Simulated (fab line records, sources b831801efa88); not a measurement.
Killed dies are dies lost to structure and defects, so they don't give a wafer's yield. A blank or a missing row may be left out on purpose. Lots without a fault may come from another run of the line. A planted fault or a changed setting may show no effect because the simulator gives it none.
fab line records | flow sky130
record lots=5 wafers=15 last_day=50
route steps=708 shown LDD_N@239 LDD_P@255 LDD_HVN@267 LDD_HVP@278
lots that met no fault: from a run of the same line without faults
start_h: hours from the record's first day to the start of the lot's first wafer shown | wait_h: hours since the lot's step before | " the same as in the row above | L1.1+2: a row that stands for several wafers | - no value, or no start given | * or withheld: withheld | < > ~ a bound
route shown NAME@n: a module of which the file shows steps, and the number in the route of the first | usual: mean/standard deviation of fault-free wafers | same: alike in all rows | chamber/n: place in a boat | sites: the reading at each site | _std_site: their standard deviation | _edge_site: outer sites' mean less inner sites' | radius_mm: how far each site lies from the wafer's centre | mask NAME#n: copy n | behind: the tool/chamber that last shaped the wafer | hold: why the lot was held/for how many hours/how that ended | device: the transistor (n, p or np) that didn't switch | end of line: the same wafers' tests at the end of the route | a step without rows: its recipe alone | killed: dies lost to structure and defects at the first sort, not the wafer's yield | map: a wafer's dies, x killed, . not, _ none there
set.NAME: the setting as run; set.NAME@STEP: as run at that earlier step | model.NAME: the simulator's own value behind a step, which no gauge read
lots at some steps of the route; a table a step, a row a wafer
services: from which hour (start_h, from the record's first day; less than 0 if before it) a tool's chamber was out of use, for how many hours, and why
## steps
# step SKY_LDD_N_COAT_02
# recipe resist=NOVOLAK spin_rpm=3000 resist_thk_nm=300
# columns lot.wafer tool chamber start_h wait_h
L079.1+2+5 litho_track-01 0 422.32 0.1
L082.1+2+5 litho_track-02 0 456.99 0.1
L089.2+4+6 litho_track-02 0 527.56 0.1
L090.2+4+5 litho_track-02 0 534.51 0.1
L097.2+3+5 litho_track-01 0 581.05 0.1
# step SKY_LDD_N_SOFTBAKE_03
# recipe temp_c=90 time_s=60 resist=NOVOLAK
# columns lot.wafer tool chamber start_h wait_h
L079.1+2+5 litho_track-01 0 422.47 0.1
L082.1+2+5 litho_track-02 0 457.14 0.1
L089.2+4+6 litho_track-02 0 527.71 0.1
L090.2+4+5 litho_track-02 0 534.66 0.1
L097.2+3+5 litho_track-01 0 581.20 0.1
# step SKY_LDD_N_EXPOSE_04
# recipe mask_id=NTM target_cd_nm=840 na=0.6 source_shape=conventional sigma_outer=0.6 dose_mj=110
# same na=0.6
# columns lot.wafer tool chamber start_h wait_h mask
L079.1+2+5 iline_stepper-01 0 - - NTM#0
L082.1+2+5 iline_stepper-02 0 - - NTM#0
L089.2+4+6 iline_stepper-01 0 - - NTM#0
L090.2+4+5 iline_stepper-01 0 - - NTM#0
L097.2+3+5 iline_stepper-01 0 - - NTM#0
# step SKY_LDD_N_PEB_05
# recipe temp_c=withheld time_s=* resist=NOVOLAK
# columns lot.wafer tool chamber start_h wait_h
L079.1+2+5 litho_track-01 0 - -
L082.1+2+5 litho_track-01 0 - -
L089.2+4+6 litho_track-01 0 - -
L090.2+4+5 litho_track-03 0 - -
L097.2+3+5 litho_track-03 0 - -
# step SKY_LDD_N_DEVELOP_06
# recipe develop_time_s=60 dev_temp_c=23
# columns lot.wafer tool chamber start_h wait_h
L079.1+2+5 litho_track-01 0 437.67 0.1
L082.1+2+5 litho_track-01 0 471.72 0.1
L089.2+4+6 litho_track-01 0 542.75 0.1
L090.2+4+5 litho_track-03 0 549.32 0.1
L097.2+3+5 litho_track-03 0 595.01 0.1
# step SKY_LDD_N_OVL_MEAS_07
# usual LDD_N_OVL=1.2/1.4
# columns lot.wafer tool chamber start_h wait_h LDD_N_OVL[nm]
L079.1 overlay-02 - 437.82 0.1 2.6
L079.2 " - " " 2.4
L079.5 " - " " 2.5
L082.1 overlay-02 - 471.87 0.1 2.2
L082.2 " - " " 2.2
L082.5 " - " " 1.4
L089.2 overlay-01 - 542.88 0.1 1.8
L089.4 " - " " 3.6
L089.6 " - " " 1.2
L090.2 overlay-01 - 549.45 0.1 0.7
L090.4 " - " " 0.3
L090.5 " - " " 0.6
L097.2 overlay-01 - 595.15 0.1 2.0
L097.3 " - " " 0.1
L097.5 " - " " 3.2
# step SKY_LDD_N_IMPLANT_08
# recipe species=As energy_kev=20 dose_cm2=7.5e+13 tilt_deg=withheld rotation_deg=23
# usual beam_energy_keV=19.999/0.0055
# columns lot.wafer tool chamber start_h wait_h beam_energy_keV
L079.1 implanter-03 0 437.86 0.0 19.997
L079.2 " 0 " " 19.999
L079.5 " 0 " " 20.006
L082.1 implanter-03 0 471.91 0.0 19.998
L082.2 " 0 " " 19.999
L082.5 " 0 " " 20.002
L089.2 implanter-02 0 542.93 0.0 19.991
L089.4 " 0 " " 19.995
L089.6 " 0 " " 20.002
L090.2 implanter-01 0 549.50 0.0 19.998
L090.4 " 0 " " 20.003
L090.5 " 0 " " 20.002
L097.2 implanter-01 0 595.20 0.0 20.004
L097.3 " 0 " " 19.997
L097.5 " 0 " " 20.003
# step SKY_LDD_N_IMPLANT_09
# recipe species=As energy_kev=20 dose_cm2=7.5e+13 tilt_deg=withheld rotation_deg=113
# usual beam_energy_keV=20.000/0.006
# columns lot.wafer tool chamber start_h wait_h beam_energy_keV
L079.1 implanter-03 0 438.01 0.1 19.994
L079.2 " 0 " " 20.006
L079.5 " 0 " " 20.003
L082.1 implanter-03 0 472.06 0.1 20.012
L082.2 " 0 " " 20.005
L082.5 " 0 " " 20.003
L089.2 implanter-02 0 543.08 0.1 19.999
L089.4 " 0 " " 19.991
L089.6 " 0 " " 20.000
L090.2 implanter-01 0 549.65 0.1 19.991
L090.4 " 0 " " 19.993
L090.5 " 0 " " 19.998
L097.2 implanter-01 0 595.35 0.1 20.009
L097.3 " 0 " " 20.007
L097.5 " 0 " " 20.015
# step SKY_LDD_N_IMPLANT_10
# recipe species=As energy_kev=20 dose_cm2=7.5e+13 tilt_deg=withheld rotation_deg=203
# usual beam_energy_keV=20.000/0.0066
# columns lot.wafer tool chamber start_h wait_h beam_energy_keV
L079.1 implanter-03 0 438.16 0.1 19.992
L079.2 " 0 " " 20.007
L079.5 " 0 " " 19.994
L082.1 implanter-03 0 472.21 0.1 20.008
L082.2 " 0 " " 20.000
L082.5 " 0 " " 19.995
L089.2 implanter-02 0 543.23 0.1 19.995
L089.4 " 0 " " 19.985
L089.6 " 0 " " 20.004
L090.2 implanter-01 0 549.80 0.1 19.994
L090.4 " 0 " " 20.004
L090.5 " 0 " " 20.002
L097.2 implanter-01 0 595.50 0.1 20.002
L097.3 " 0 " " 20.007
L097.5 " 0 " " 19.998
# step SKY_LDD_N_IMPLANT_11
# recipe species=As energy_kev=20 dose_cm2=7.5e+13 tilt_deg=withheld rotation_deg=293
# usual beam_energy_keV=20.001/0.0059
# columns lot.wafer tool chamber start_h wait_h beam_energy_keV
L079.1 implanter-03 0 438.31 0.1 19.998
L079.2 " 0 " " 20.003
L079.5 " 0 " " 20.000
L082.1 implanter-03 0 472.36 0.1 20.002
L082.2 " 0 " " 20.007
L082.5 " 0 " " 20.001
L089.2 implanter-02 0 543.38 0.1 20.011
L089.4 " 0 " " 20.011
L089.6 " 0 " " 20.006
L090.2 implanter-01 0 549.95 0.1 19.995
L090.4 " 0 " " 19.998
L090.5 " 0 " " 20.008
L097.2 implanter-01 0 595.65 0.1 19.991
L097.3 " 0 " " 19.990
L097.5 " 0 " " 19.999
# step SKY_LDD_N_IMPLANT_12
# recipe species=BF2 energy_kev=50 dose_cm2=5e+12 tilt_deg=30 rotation_deg=0
# usual beam_energy_keV=49.998/0.016
# columns lot.wafer tool chamber start_h wait_h beam_energy_keV
L079.1 implanter-03 0 438.46 0.1 50.011
L079.2 " 0 " " 49.999
L079.5 " 0 " " 49.991
L082.1 implanter-03 0 472.51 0.1 50.000
L082.2 " 0 " " 49.972
L082.5 " 0 " " 49.968
L089.2 implanter-02 0 543.53 0.1 50.002
L089.4 " 0 " " 49.993
L089.6 " 0 " " 49.987
L090.2 implanter-01 0 550.10 0.1 49.983
L090.4 " 0 " " 49.992
L090.5 " 0 " " 50.017
L097.2 implanter-01 0 595.80 0.1 49.994
L097.3 " 0 " " 50.003
L097.5 " 0 " " 50.007
# step SKY_LDD_N_IMPLANT_13
# recipe species=BF2 energy_kev=50 dose_cm2=5e+12 tilt_deg=30 rotation_deg=90
# usual beam_energy_keV=49.998/0.016
# columns lot.wafer tool chamber start_h wait_h beam_energy_keV
L079.1 implanter-03 0 438.61 0.1 49.974
L079.2 " 0 " " 49.981
L079.5 " 0 " " 50.002
L082.1 implanter-03 0 472.66 0.1 50.006
L082.2 " 0 " " 49.990
L082.5 " 0 " " 49.986
L089.2 implanter-02 0 543.68 0.1 49.981
L089.4 " 0 " " 49.989
L089.6 " 0 " " 49.997
L090.2 implanter-01 0 550.25 0.1 50.013
L090.4 " 0 " " 50.012
L090.5 " 0 " " 50.008
L097.2 implanter-01 0 595.95 0.1 49.968
L097.3 " 0 " " 49.991
L097.5 " 0 " " 49.982
# step SKY_LDD_N_IMPLANT_14
# recipe species=BF2 energy_kev=50 dose_cm2=5e+12 tilt_deg=30 rotation_deg=180
# usual beam_energy_keV=49.999/0.016
# columns lot.wafer tool chamber start_h wait_h beam_energy_keV
L079.1 implanter-03 0 438.76 0.1 49.993
L079.2 " 0 " " 50.015
L079.5 " 0 " " 50.022
L082.1 implanter-03 0 472.81 0.1 49.981
L082.2 " 0 " " 49.986
L082.5 " 0 " " 50.009
L089.2 implanter-02 0 543.83 0.1 49.990
L089.4 " 0 " " 50.000
L089.6 " 0 " " 50.002
L090.2 implanter-01 0 550.40 0.1 49.989
L090.4 " 0 " " 49.985
L090.5 " 0 " " 49.994
L097.2 implanter-01 0 596.10 0.1 49.989
L097.3 " 0 " " 50.006
L097.5 " 0 " " 49.984
# step SKY_LDD_N_IMPLANT_15
# recipe species=BF2 energy_kev=50 dose_cm2=5e+12 tilt_deg=30 rotation_deg=270
# usual beam_energy_keV=49.999/0.017
# columns lot.wafer tool chamber start_h wait_h beam_energy_keV
L079.1 implanter-03 0 438.91 0.1 49.976
L079.2 " 0 " " 50.012
L079.5 " 0 " " 49.980
L082.1 implanter-03 0 472.96 0.1 50.003
L082.2 " 0 " " 50.011
L082.5 " 0 " " 50.002
L089.2 implanter-02 0 543.98 0.1 50.007
L089.4 " 0 " " 50.006
L089.6 " 0 " " 50.005
L090.2 implanter-01 0 550.55 0.1 50.002
L090.4 " 0 " " 50.009
L090.5 " 0 " " 50.003
L097.2 implanter-01 0 596.25 0.1 50.011
L097.3 " 0 " " 49.995
L097.5 " 0 " " 50.014
# step SKY_LDD_N_STRIP_16
# recipe chemistry=O2/N2 power_w=1400 pressure_mtorr=1500 platen_temp_c=withheld o2_flow_sccm=3000 n2_flow_sccm=300 overash_fraction=0.5
# usual drypump_motor_current_A=5.40/0.29 oes_product_au=0.406/0.0043 strip_time_to_endpoint_s=4.313/0.015
# columns lot.wafer tool chamber start_h wait_h drypump_motor_current_A oes_product_au rf_hours_counter_h strip_time_to_endpoint_s
L079.1 plasma_asher-01 1 439.06 0.1 5.36 0.405 74 4.320
L079.2 " 0 " " 5.92 0.414 74 4.330
L079.5 " 1 " " 5.36 0.413 - 4.335
L082.1 plasma_asher-02 1 473.11 0.1 4.99 0.408 5 4.324
L082.2 " 0 " " 5.07 0.405 5 4.322
L082.5 " 1 " " 4.99 0.401 - 4.339
L089.2 plasma_asher-04 1 544.11 0.1 5.50 0.406 44 4.325
L089.4 " 1 " " 5.51 0.413 - 4.334
L089.6 " 1 " " 5.53 0.403 - 4.318
L090.2 plasma_asher-04 1 550.68 0.1 5.52 0.414 45 4.315
L090.4 " 1 " " 5.51 0.407 - 4.306
L090.5 " 0 " " 5.55 0.409 - 4.303
L097.2 plasma_asher-02 0 596.38 0.1 5.10 0.400 16 4.320
L097.3 " 1 " " 4.99 0.399 - 4.285
L097.5 " 1 " " 5.00 0.408 - 4.298
# step SKY_LDD_N_TW_MEAS_17
# usual LDD_N_TW=2577/16
# columns lot.wafer tool chamber start_h wait_h LDD_N_TW
L079.1 film_metro-04 - 439.16 0.1 2606
L079.2 " - " " 2588
L079.5 " - " " 2606
L082.1 film_metro-01 - 473.21 0.1 2541
L082.2 " - " " 2540
L082.5 " - " " 2546
L089.2 film_metro-01 - 544.22 0.1 2572
L089.4 " - " " 2568
L089.6 " - " " 2564
L090.2 film_metro-04 - 550.79 0.1 2583
L090.4 " - " " 2589
L090.5 " - " " 2592
L097.2 film_metro-01 - 596.49 0.1 2571
L097.3 " - " " 2575
L097.5 " - " " 2567
# step SKY_LDD_P_DEHYDRATE_00
# recipe temp_c=200 time_s=60
# columns lot.wafer tool chamber start_h wait_h
L079.1+2+5 litho_track-03 0 454.24 15.1
L082.1+2+5 litho_track-02 0 488.04 14.8
L089.2+4+6 litho_track-04 0 558.06 13.8
L090.2+4+5 litho_track-03 0 563.91 13.1
L097.2+3+5 litho_track-03 0 611.21 14.7
# step SKY_LDD_P_HMDS_01
# recipe prime_time_s=60 prime_temp_c=120
# columns lot.wafer tool chamber start_h wait_h
L079.1+2+5 litho_track-03 0 454.39 0.1
L082.1+2+5 litho_track-02 0 488.19 0.1
L089.2+4+6 litho_track-04 0 558.21 0.1
L090.2+4+5 litho_track-03 0 564.06 0.1
L097.2+3+5 litho_track-03 0 611.36 0.1
# step SKY_LDD_P_COAT_02
# recipe resist=NOVOLAK spin_rpm=3000 resist_thk_nm=1140
# columns lot.wafer tool chamber start_h wait_h
L079.1+2+5 litho_track-03 0 454.54 0.1
L082.1+2+5 litho_track-02 0 488.34 0.1
L089.2+4+6 litho_track-04 0 558.36 0.1
L090.2+4+5 litho_track-03 0 564.21 0.1
L097.2+3+5 litho_track-03 0 611.51 0.1
# step SKY_LDD_P_SOFTBAKE_03
# recipe temp_c=90 time_s=60 resist=NOVOLAK
# columns lot.wafer tool chamber start_h wait_h
L079.1+2+5 litho_track-03 0 454.69 0.1
L082.1+2+5 litho_track-02 0 488.49 0.1
L089.2+4+6 litho_track-04 0 558.51 0.1
L090.2+4+5 litho_track-03 0 564.36 0.1
L097.2+3+5 litho_track-03 0 611.66 0.1
# step SKY_LDD_P_EXPOSE_04
# recipe mask_id=PSDM na=0.6 source_shape=conventional sigma_outer=0.6 polarization=unpolarized target_cd_nm=380 dose_mj=138
# same na=0.6
# columns lot.wafer tool chamber start_h wait_h mask
L079.1+2+5 iline_stepper-01 0 - - PSDM#0
L082.1+2+5 iline_stepper-02 0 - - PSDM#0
L089.2+4+6 iline_stepper-02 0 - - PSDM#0
L090.2+4+5 iline_stepper-02 0 - - PSDM#0
L097.2+3+5 iline_stepper-02 0 - - PSDM#0
# step SKY_LDD_P_PEB_05
# recipe temp_c=withheld time_s=* resist=NOVOLAK
# columns lot.wafer tool chamber start_h wait_h
L079.1+2+5 litho_track-02 0 - -
L082.1+2+5 litho_track-04 0 - -
L089.2+4+6 litho_track-04 0 - -
L090.2+4+5 litho_track-04 0 - -
L097.2+3+5 litho_track-02 0 - -
# step SKY_LDD_P_DEVELOP_06
# recipe resist=NOVOLAK developer=TMAH develop_time_s=60 dev_temp_c=23
# columns lot.wafer tool chamber start_h wait_h
L079.1+2+5 litho_track-02 0 470.24 0.1
L082.1+2+5 litho_track-04 0 503.64 0.1
L089.2+4+6 litho_track-04 0 573.06 0.1
L090.2+4+5 litho_track-04 0 579.31 0.1
L097.2+3+5 litho_track-02 0 625.26 0.1
# step SKY_LDD_P_CD_MEAS_07
# recipe target_cd_nm=380
# usual cd_nm=379.3/2.6
# columns lot.wafer tool chamber start_h wait_h cd_nm
L079.1 cd_sem-02 - 470.39 0.1 379.1
L079.2 " - " " 376.7
L079.5 " - " " 375.9
L082.1 cd_sem-02 - 503.79 0.1 377.1
L082.2 " - " " 376.6
L082.5 " - " " 378.2
L089.2 cd_sem-02 - 573.21 0.1 380.5
L089.4 " - " " 379.5
L089.6 " - " " 379.2
L090.2 cd_sem-01 - 579.46 0.1 379.2
L090.4 " - " " 382.1
L090.5 " - " " 379.1
L097.2 cd_sem-02 - 625.41 0.1 374.6
L097.3 " - " " 374.7
L097.5 " - " " 374.4
# step SKY_LDD_P_OVL_MEAS_08
# usual LDD_P_OVL=-0.1/1.1
# columns lot.wafer tool chamber start_h wait_h LDD_P_OVL[nm]
L079.1 overlay-02 - 470.51 0.1 -0.4
L079.2 " - " " -1.7
L079.5 " - " " -0.6
L082.1 overlay-02 - 503.91 0.1 1.6
L082.2 " - " " 1.6
L082.5 " - " " 0.2
L089.2 overlay-02 - 573.32 0.1 1.5
L089.4 " - " " 0.8
L089.6 " - " " 2.0
L090.2 overlay-01 - 579.57 0.1 0.6
L090.4 " - " " -1.4
L090.5 " - " " -0.3
L097.2 overlay-02 - 625.51 0.1 -0.3
L097.3 " - " " 1.3
L097.5 " - " " 2.5
# step SKY_LDD_P_IMPLANT_09
# recipe species=BF2 energy_kev=25 dose_cm2=1e+13 tilt_deg=withheld
# usual beam_energy_keV=25.001/0.0073
# columns lot.wafer tool chamber start_h wait_h beam_energy_keV
L079.1 implanter-03 0 470.54 0.0 24.987
L079.2 " 0 " " 25.005
L079.5 " 0 " " 25.000
L082.1 implanter-03 0 503.95 0.0 24.997
L082.2 " 0 " " 24.993
L082.5 " 0 " " 24.996
L089.2 implanter-03 0 573.37 0.0 25.004
L089.4 " 0 " " 25.005
L089.6 " 0 " " 24.985
L090.2 implanter-04 0 579.62 0.0 25.006
L090.4 " 0 " " 24.998
L090.5 " 0 " " 25.009
L097.2 implanter-01 0 625.57 0.0 25.013
L097.3 " 0 " " 25.006
L097.5 " 0 " " 24.999
# step SKY_LDD_P_STRIP_10
# recipe chemistry=O2/N2 power_w=1400 pressure_mtorr=1500 platen_temp_c=withheld o2_flow_sccm=3000 n2_flow_sccm=300 overash_fraction=0.5
# usual drypump_motor_current_A=5.6/0.42 oes_product_au=0.715/0.0045 strip_time_to_endpoint_s=14.19/0.043
# columns lot.wafer tool chamber start_h wait_h drypump_motor_current_A oes_product_au rf_hours_counter_h strip_time_to_endpoint_s
L079.1 plasma_asher-01 1 470.69 0.1 5.4 0.716 76 14.14
L079.2 " 0 " " 5.9 0.719 76 14.14
L079.5 " 1 " " 5.4 0.715 - 14.18
L082.1 plasma_asher-03 0 504.10 0.1 5.5 0.712 63 14.26
L082.2 " 1 " " 6.4 0.718 63 14.23
L082.5 " 0 " " 5.5 0.723 - 14.24
L089.2 plasma_asher-01 1 573.50 0.1 5.3 0.716 86 14.21
L089.4 " 1 " " 5.3 0.714 - 14.20
L089.6 " 0 " " 5.9 0.713 - 14.20
L090.2 plasma_asher-03 0 579.75 0.1 5.5 0.711 71 14.13
L090.4 " 1 " " 6.4 0.713 - 14.12
L090.5 " 1 " " 6.4 0.712 - 14.17
L097.2 plasma_asher-01 1 625.69 0.1 5.3 0.714 91 14.22
L097.3 " 1 " " 5.4 0.716 - 14.20
L097.5 " 1 " " 5.3 0.703 - 14.15
# step SKY_LDD_P_TW_MEAS_11
# usual LDD_P_TW=633/3.6
# columns lot.wafer tool chamber start_h wait_h LDD_P_TW
L079.1 film_metro-02 - 470.79 0.1 625
L079.2 " - " " 625
L079.5 " - " " 630
L082.1 film_metro-02 - 504.20 0.1 634
L082.2 " - " " 633
L082.5 " - " " 633
L089.2 film_metro-03 - 573.61 0.1 633
L089.4 " - " " 639
L089.6 " - " " 636
L090.2 film_metro-02 - 579.86 0.1 634
L090.4 " - " " 633
L090.5 " - " " 636
L097.2 film_metro-02 - 625.80 0.1 638
L097.3 " - " " 637
L097.5 " - " " 634
# step SKY_LDD_HVN_DEHYDRATE_00
# recipe temp_c=200 time_s=60
# columns lot.wafer tool chamber start_h wait_h
L079.1+2+5 litho_track-01 0 485.32 14.5
L082.1+2+5 litho_track-01 0 519.32 15.1
L089.2+4+6 litho_track-03 0 587.71 14.1
L090.2+4+5 litho_track-01 0 593.10 13.2
L097.2+3+5 litho_track-01 0 639.80 14.0
# step SKY_LDD_HVN_HMDS_01
# recipe prime_time_s=60 prime_temp_c=120
# columns lot.wafer tool chamber start_h wait_h
L079.1+2+5 litho_track-01 0 485.47 0.1
L082.1+2+5 litho_track-01 0 519.47 0.1
L089.2+4+6 litho_track-03 0 587.86 0.1
L090.2+4+5 litho_track-01 0 593.25 0.1
L097.2+3+5 litho_track-01 0 639.95 0.1
# step SKY_LDD_HVN_COAT_02
# recipe resist=NOVOLAK spin_rpm=3000 resist_thk_nm=300
# columns lot.wafer tool chamber start_h wait_h
L079.1+2+5 litho_track-01 0 485.62 0.1
L082.1+2+5 litho_track-01 0 519.62 0.1
L089.2+4+6 litho_track-03 0 588.01 0.1
L090.2+4+5 litho_track-01 0 593.40 0.1
L097.2+3+5 litho_track-01 0 640.10 0.1
# step SKY_LDD_HVN_SOFTBAKE_03
# recipe temp_c=90 time_s=60 resist=NOVOLAK
# columns lot.wafer tool chamber start_h wait_h
L079.1+2+5 litho_track-01 0 485.77 0.1
L082.1+2+5 litho_track-01 0 519.77 0.1
L089.2+4+6 litho_track-03 0 588.16 0.1
L090.2+4+5 litho_track-01 0 593.55 0.1
L097.2+3+5 litho_track-01 0 640.25 0.1
# step SKY_LDD_HVN_EXPOSE_04
# recipe mask_id=HVNTM na=0.6 source_shape=conventional sigma_outer=0.6 polarization=unpolarized target_cd_nm=700 dose_mj=127
# same na=0.6
# columns lot.wafer tool chamber start_h wait_h mask
L079.1+2+5 iline_stepper-02 0 - - HVNTM#0
L082.1+2+5 iline_stepper-01 0 - - HVNTM#0
L089.2+4+6 iline_stepper-02 0 - - HVNTM#0
L090.2+4+5 iline_stepper-01 0 - - HVNTM#0
L097.2+3+5 iline_stepper-02 0 - - HVNTM#0
# step SKY_LDD_HVN_PEB_05
# recipe temp_c=withheld time_s=* resist=NOVOLAK
# columns lot.wafer tool chamber start_h wait_h
L079.1+2+5 litho_track-01 0 - -
L082.1+2+5 litho_track-01 0 - -
L089.2+4+6 litho_track-03 0 - -
L090.2+4+5 litho_track-03 0 - -
L097.2+3+5 litho_track-03 0 - -
# step SKY_LDD_HVN_DEVELOP_06
# recipe resist=NOVOLAK developer=TMAH develop_time_s=60 dev_temp_c=23
# columns lot.wafer tool chamber start_h wait_h
L079.1+2+5 litho_track-01 0 500.97 0.1
L082.1+2+5 litho_track-01 0 534.67 0.1
L089.2+4+6 litho_track-03 0 603.16 0.1
L090.2+4+5 litho_track-03 0 608.66 0.1
L097.2+3+5 litho_track-03 0 654.26 0.1
# step SKY_LDD_HVN_OVL_MEAS_07
# usual LDD_HVN_OVL=0.6/1.4
# columns lot.wafer tool chamber start_h wait_h LDD_HVN_OVL[nm]
L079.1 overlay-02 - 501.12 0.1 -0.4
L079.2 " - " " -2.8
L079.5 " - " " -1.5
L082.1 overlay-01 - 534.82 0.1 -2.2
L082.2 " - " " -0.9
L082.5 " - " " 0.0
L089.2 overlay-02 - 603.30 0.1 0.8
L089.4 " - " " -0.7
L089.6 " - " " 0.8
L090.2 overlay-01 - 608.80 0.1 -0.7
L090.4 " - " " 1.4
L090.5 " - " " -0.8
L097.2 overlay-02 - 654.40 0.1 1.0
L097.3 " - " " 0.5
L097.5 " - " " 1.9
# step SKY_LDD_HVN_IMPLANT_08
# recipe species=P energy_kev=60 dose_cm2=3e+13 tilt_deg=40
# usual beam_energy_keV=59.997/0.019
# columns lot.wafer tool chamber start_h wait_h beam_energy_keV
L079.1 implanter-03 0 501.16 0.0 60.014
L079.2 " 0 " " 60.010
L079.5 " 0 " " 59.997
L082.1 implanter-04 0 534.86 0.0 60.031
L082.2 " 0 " " 59.999
L082.5 " 0 " " 60.019
L089.2 implanter-04 0 603.35 0.0 59.991
L089.4 " 0 " " 60.023
L089.6 " 0 " " 60.012
L090.2 implanter-04 0 608.85 0.0 59.985
L090.4 " 0 " " 59.994
L090.5 " 0 " " 60.007
L097.2 implanter-03 0 654.45 0.0 59.993
L097.3 " 0 " " 59.995
L097.5 " 0 " " 59.995
# step SKY_LDD_HVN_STRIP_09
# recipe chemistry=O2/N2 power_w=1400 pressure_mtorr=1500 platen_temp_c=withheld o2_flow_sccm=3000 n2_flow_sccm=300 overash_fraction=0.5
# usual drypump_motor_current_A=5.6/0.39 oes_product_au=0.409/0.0048 strip_time_to_endpoint_s=4.134/0.014
# columns lot.wafer tool chamber start_h wait_h drypump_motor_current_A oes_product_au rf_hours_counter_h strip_time_to_endpoint_s
L079.1 plasma_asher-04 1 501.31 0.1 5.5 0.410 40 4.135
L079.2 " 0 " " 5.5 0.412 40 4.146
L079.5 " 1 " " 5.5 0.418 - 4.148
L082.1 plasma_asher-03 0 535.01 0.1 5.6 0.408 66 4.133
L082.2 " 1 " " 6.3 0.410 66 4.134
L082.5 " 0 " " 5.5 0.403 - 4.157
L089.2 plasma_asher-02 0 603.48 0.1 5.1 0.405 16 4.131
L089.4 " 1 " " 5.0 0.416 - 4.134
L089.6 " 1 " " 5.0 0.408 - 4.139
L090.2 plasma_asher-04 1 608.98 0.1 5.5 0.405 52 4.125
L090.4 " 1 " " 5.5 0.415 - 4.121
L090.5 " 0 " " 5.6 0.405 - 4.129
L097.2 plasma_asher-03 0 654.58 0.1 5.5 0.408 79 4.153
L097.3 " 0 " " 5.5 0.416 - 4.138
L097.5 " 1 " " 6.4 0.407 - 4.134
# step SKY_LDD_HVN_TW_MEAS_10
# usual LDD_HVN_TW=1434/8
# columns lot.wafer tool chamber start_h wait_h LDD_HVN_TW
L079.1 film_metro-03 - 501.41 0.1 1430
L079.2 " - " " 1428
L079.5 " - " " 1428
L082.1 film_metro-03 - 535.11 0.1 1438
L082.2 " - " " 1449
L082.5 " - " " 1451
L089.2 film_metro-04 - 603.59 0.1 1435
L089.4 " - " " 1439
L089.6 " - " " 1436
L090.2 film_metro-01 - 609.09 0.1 1428
L090.4 " - " " 1422
L090.5 " - " " 1434
L097.2 film_metro-01 - 654.69 0.1 1422
L097.3 " - " " 1417
L097.5 " - " " 1431
# step SKY_LDD_HVP_DEHYDRATE_00
# recipe temp_c=200 time_s=60
# columns lot.wafer tool chamber start_h wait_h
L079.1+2+5 litho_track-04 0 515.64 14.2
L082.1+2+5 litho_track-04 0 549.44 14.3
L089.2+4+6 litho_track-04 0 617.57 14.0
L090.2+4+5 litho_track-02 0 622.91 13.8
L097.2+3+5 litho_track-04 0 668.37 13.7
# step SKY_LDD_HVP_HMDS_01
# recipe prime_time_s=60 prime_temp_c=120
# columns lot.wafer tool chamber start_h wait_h
L079.1+2+5 litho_track-04 0 515.79 0.1
L082.1+2+5 litho_track-04 0 549.59 0.1
L089.2+4+6 litho_track-04 0 617.72 0.1
L090.2+4+5 litho_track-02 0 623.06 0.1
L097.2+3+5 litho_track-04 0 668.52 0.1
# step SKY_LDD_HVP_COAT_02
# recipe resist=NOVOLAK spin_rpm=3000 resist_thk_nm=300
# columns lot.wafer tool chamber start_h wait_h
L079.1+2+5 litho_track-04 0 515.94 0.1
L082.1+2+5 litho_track-04 0 549.74 0.1
L089.2+4+6 litho_track-04 0 617.87 0.1
L090.2+4+5 litho_track-02 0 623.21 0.1
L097.2+3+5 litho_track-04 0 668.67 0.1
# step SKY_LDD_HVP_SOFTBAKE_03
# recipe temp_c=90 time_s=60 resist=NOVOLAK
# columns lot.wafer tool chamber start_h wait_h
L079.1+2+5 litho_track-04 0 516.09 0.1
L082.1+2+5 litho_track-04 0 549.89 0.1
L089.2+4+6 litho_track-04 0 618.02 0.1
L090.2+4+5 litho_track-02 0 623.36 0.1
L097.2+3+5 litho_track-04 0 668.82 0.1
# step SKY_LDD_HVP_EXPOSE_04
# recipe mask_id=HVPTM na=0.6 source_shape=conventional sigma_outer=0.6 polarization=unpolarized target_cd_nm=700 dose_mj=86
# same na=0.6
# columns lot.wafer tool chamber start_h wait_h mask
L079.1+2+5 iline_stepper-01 0 - - HVPTM#0
L082.1+2+5 iline_stepper-01 0 - - HVPTM#0
L089.2+4+6 iline_stepper-02 0 - - HVPTM#0
L090.2+4+5 iline_stepper-01 0 - - HVPTM#0
L097.2+3+5 iline_stepper-02 0 - - HVPTM#0
# step SKY_LDD_HVP_PEB_05
# recipe temp_c=withheld time_s=* resist=NOVOLAK
# columns lot.wafer tool chamber start_h wait_h
L079.1+2+5 litho_track-02 0 - -
L082.1+2+5 litho_track-02 0 - -
L089.2+4+6 litho_track-04 0 - -
L090.2+4+5 litho_track-04 0 - -
L097.2+3+5 litho_track-04 0 - -
# step SKY_LDD_HVP_DEVELOP_06
# recipe resist=NOVOLAK developer=TMAH develop_time_s=60 dev_temp_c=23
# columns lot.wafer tool chamber start_h wait_h
L079.1+2+5 litho_track-02 0 530.99 0.1
L082.1+2+5 litho_track-02 0 563.99 0.1
L089.2+4+6 litho_track-04 0 632.47 0.1
L090.2+4+5 litho_track-04 0 638.22 0.1
L097.2+3+5 litho_track-04 0 682.12 0.1
## services
# columns tool chamber start_h hours kind
iline_stepper-01 - 400.44 3.6 repair
implanter-02 - 425.52 8.0 repair
implanter-03 - 425.61 6.2 pm
implanter-02 - 440.94 13.3 pm
implanter-01 - 444.19 4.8 pm
implanter-03 - 448.95 4.5 pm
plasma_asher-03 - 450.07 2.8 pm
plasma_asher-01 - 456.52 3.1 repair
implanter-02 - 473.96 2.7 repair
iline_stepper-01 - 483.94 1.7 pm
iline_stepper-01 - 503.62 5.8 repair
iline_stepper-02 - 509.43 2.1 pm
implanter-01 - 514.82 0.7 repair
plasma_asher-01 - 529.69 15.6 pm
iline_stepper-02 - 534.02 1.7 pm
plasma_asher-01 - 545.44 0.4 repair
implanter-04 - 547.91 2.4 repair
plasma_asher-04 - 555.18 3.9 repair
iline_stepper-01 - 556.60 3.8 repair
implanter-02 - 578.65 6.3 repair
implanter-03 - 596.30 4.3 repair
implanter-02 - 623.13 5.8 repair
implanter-03 - 662.29 0.7 repair
iline_stepper-01 - 667.41 8.9 pm
## key
fault none
